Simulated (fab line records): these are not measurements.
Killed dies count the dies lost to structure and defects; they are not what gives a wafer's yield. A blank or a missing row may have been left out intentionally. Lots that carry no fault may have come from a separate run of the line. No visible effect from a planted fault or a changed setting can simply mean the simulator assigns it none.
Split-lot trial :: flow gf180mcu :: 23 wafers read from 5 lots, route of 602 steps

## THE SPLIT
At GF_V2_COAT_09 (resist thk 1000 nm), the setting resist-thk-nm was moved away from the recipe's 1000 nm on 9 of the 23 wafers read, by -2.7% to -2.0%. For the rest of the wafers, this setting stayed at what the recipe calls for.

Reading taken at the split's own step.

## THE READING
KrF_of_V2_COAT_09.thk-nm (the simulator's own value, which no gauge read), in nm, at GF_V2_COAT_09 (resist thk 1000 nm). There is no usual value for it anywhere in the file. The 14 wafers here that ran the recipe average 999.4 nm, standard deviation 1.9 nm.

wafer: L074.1
tool, chamber at the split: litho-track-03, 0
resist-thk-nm as run, nm: 1000
against the recipe: recipe
KrF_of_V2_COAT_09.thk-nm, nm: 999.7
against lot-mates on the recipe: -

wafer: L074.3
tool, chamber at the split: litho-track-03, 0
resist-thk-nm as run, nm: 980.1
against the recipe: -2.0%
KrF_of_V2_COAT_09.thk-nm, nm: 979.9
against lot-mates on the recipe: -19.5

wafer: L074.4
tool, chamber at the split: litho-track-03, 0
resist-thk-nm as run, nm: 1000
against the recipe: recipe
KrF_of_V2_COAT_09.thk-nm, nm: 999.1
against lot-mates on the recipe: -

wafer: L074.5
tool, chamber at the split: litho-track-03, 0
resist-thk-nm as run, nm: 980.1
against the recipe: -2.0%
KrF_of_V2_COAT_09.thk-nm, nm: 978.2
against lot-mates on the recipe: -21.2

wafer: L074.6
tool, chamber at the split: litho-track-03, 0
resist-thk-nm as run, nm: 980.1
against the recipe: -2.0%
KrF_of_V2_COAT_09.thk-nm, nm: 981.7
against lot-mates on the recipe: -17.7

wafer: L076.1
tool, chamber at the split: litho-track-04, 0
resist-thk-nm as run, nm: 1000
against the recipe: recipe
KrF_of_V2_COAT_09.thk-nm, nm: 997
against lot-mates on the recipe: -

wafer: L076.4
tool, chamber at the split: litho-track-04, 0
resist-thk-nm as run, nm: 1000
against the recipe: recipe
KrF_of_V2_COAT_09.thk-nm, nm: 1000
against lot-mates on the recipe: -

wafer: L076.5
tool, chamber at the split: litho-track-04, 0
resist-thk-nm as run, nm: 1000
against the recipe: recipe
KrF_of_V2_COAT_09.thk-nm, nm: 1001
against lot-mates on the recipe: -

wafer: L080.1
tool, chamber at the split: litho-track-04, 0
resist-thk-nm as run, nm: 1000
against the recipe: recipe
KrF_of_V2_COAT_09.thk-nm, nm: 1000
against lot-mates on the recipe: -

wafer: L080.4
tool, chamber at the split: litho-track-04, 0
resist-thk-nm as run, nm: 1000
against the recipe: recipe
KrF_of_V2_COAT_09.thk-nm, nm: 1000
against lot-mates on the recipe: -

wafer: L080.2
tool, chamber at the split: litho-track-04, 0
resist-thk-nm as run, nm: 1000
against the recipe: recipe
KrF_of_V2_COAT_09.thk-nm, nm: 999
against lot-mates on the recipe: -

wafer: L080.5
tool, chamber at the split: litho-track-04, 0
resist-thk-nm as run, nm: 1000
against the recipe: recipe
KrF_of_V2_COAT_09.thk-nm, nm: 1001
against lot-mates on the recipe: -

wafer: L080.6
tool, chamber at the split: litho-track-04, 0
resist-thk-nm as run, nm: 1000
against the recipe: recipe
KrF_of_V2_COAT_09.thk-nm, nm: 995.7
against lot-mates on the recipe: -

wafer: L083.1
tool, chamber at the split: litho-track-04, 0
resist-thk-nm as run, nm: 1000
against the recipe: recipe
KrF_of_V2_COAT_09.thk-nm, nm: 997.2
against lot-mates on the recipe: -

wafer: L083.2
tool, chamber at the split: litho-track-04, 0
resist-thk-nm as run, nm: 1000
against the recipe: recipe
KrF_of_V2_COAT_09.thk-nm, nm: 997.5
against lot-mates on the recipe: -

wafer: L083.3
tool, chamber at the split: litho-track-04, 0
resist-thk-nm as run, nm: 974.9
against the recipe: -2.5%
KrF_of_V2_COAT_09.thk-nm, nm: 974.6
against lot-mates on the recipe: -22.8

wafer: L083.4
tool, chamber at the split: litho-track-04, 0
resist-thk-nm as run, nm: 974.9
against the recipe: -2.5%
KrF_of_V2_COAT_09.thk-nm, nm: 971.4
against lot-mates on the recipe: -26.0

wafer: L083.6
tool, chamber at the split: litho-track-04, 0
resist-thk-nm as run, nm: 974.9
against the recipe: -2.5%
KrF_of_V2_COAT_09.thk-nm, nm: 973.8
against lot-mates on the recipe: -23.6

wafer: L085.1
tool, chamber at the split: litho-track-04, 0
resist-thk-nm as run, nm: 973.4
against the recipe: -2.7%
KrF_of_V2_COAT_09.thk-nm, nm: 975.7
against lot-mates on the recipe: -26.3

wafer: L085.2
tool, chamber at the split: litho-track-04, 0
resist-thk-nm as run, nm: 973.4
against the recipe: -2.7%
KrF_of_V2_COAT_09.thk-nm, nm: 975.5
against lot-mates on the recipe: -26.5

wafer: L085.4
tool, chamber at the split: litho-track-04, 0
resist-thk-nm as run, nm: 973.4
against the recipe: -2.7%
KrF_of_V2_COAT_09.thk-nm, nm: 977.9
against lot-mates on the recipe: -24.1

wafer: L085.5
tool, chamber at the split: litho-track-04, 0
resist-thk-nm as run, nm: 1000
against the recipe: recipe
KrF_of_V2_COAT_09.thk-nm, nm: 1001
against lot-mates on the recipe: -

wafer: L085.6
tool, chamber at the split: litho-track-04, 0
resist-thk-nm as run, nm: 1000
against the recipe: recipe
KrF_of_V2_COAT_09.thk-nm, nm: 1003
against lot-mates on the recipe: -

FIT RESULTS
A straight line over all 23 wafers: KrF_of_V2_COAT_09.thk-nm changes by +9.52 nm for each +1% of resist-thk-nm; r = +0.98; the points scatter about the line by 2.1 nm.
The same after taking each lot's own level away (the mean of its wafers on the recipe; 23 wafers): +9.65 nm for each +1%; r = +0.99; scatter 1.4 nm.
That fit puts the effect of the largest move of resist-thk-nm on the reading at 26 nm.
Measured against the standard deviation above, the lots' own levels, which go from 997.35 to 1002.00 nm, span 2.5 times it.
The two slopes are in agreement: the lot-to-lot level therefore moves the slope only a little.
Check: for one of the wafers moved furthest among these (-2.7%), held out of the fit, the line's prediction against its lot-mates is -25.6 nm. Against them it came out at -26.3 nm.

## OTHER SPLITS APPLIED TO THESE WAFERS
Note: prior to the reading, these wafers also went through further splits. Each is held against what the fit with the lots' levels taken away leaves over:
other split on the same wafers: GF_V1_COAT_09 resist-thk-nm
wafers away from the commonest value: 11
r with KrF_of_V2_COAT_09.thk-nm (lot level and that fit taken away): -0.10

other split on the same wafers: GF_V1_SOFTBAKE_10 temp-c
wafers away from the commonest value: 3
r with KrF_of_V2_COAT_09.thk-nm (lot level and that fit taken away): -0.17

other split on the same wafers: GF_M2_SPUTTER_00 power-w
wafers away from the commonest value: 10
r with KrF_of_V2_COAT_09.thk-nm (lot level and that fit taken away): +0.19

other split on the same wafers: GF_M2_EXPOSE_11 dose-mj
wafers away from the commonest value: 4
r with KrF_of_V2_COAT_09.thk-nm (lot level and that fit taken away): -0.06

other split on the same wafers: GF_M2_METAL_ETCH_16 time-s
wafers away from the commonest value: 5
r with KrF_of_V2_COAT_09.thk-nm (lot level and that fit taken away): -0.03

## THE FILE'S OWN FIT
KrF_of_V2_COAT_09.thk-nm changes by +9.66 nm for each +1% of resist-thk-nm, r = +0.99.
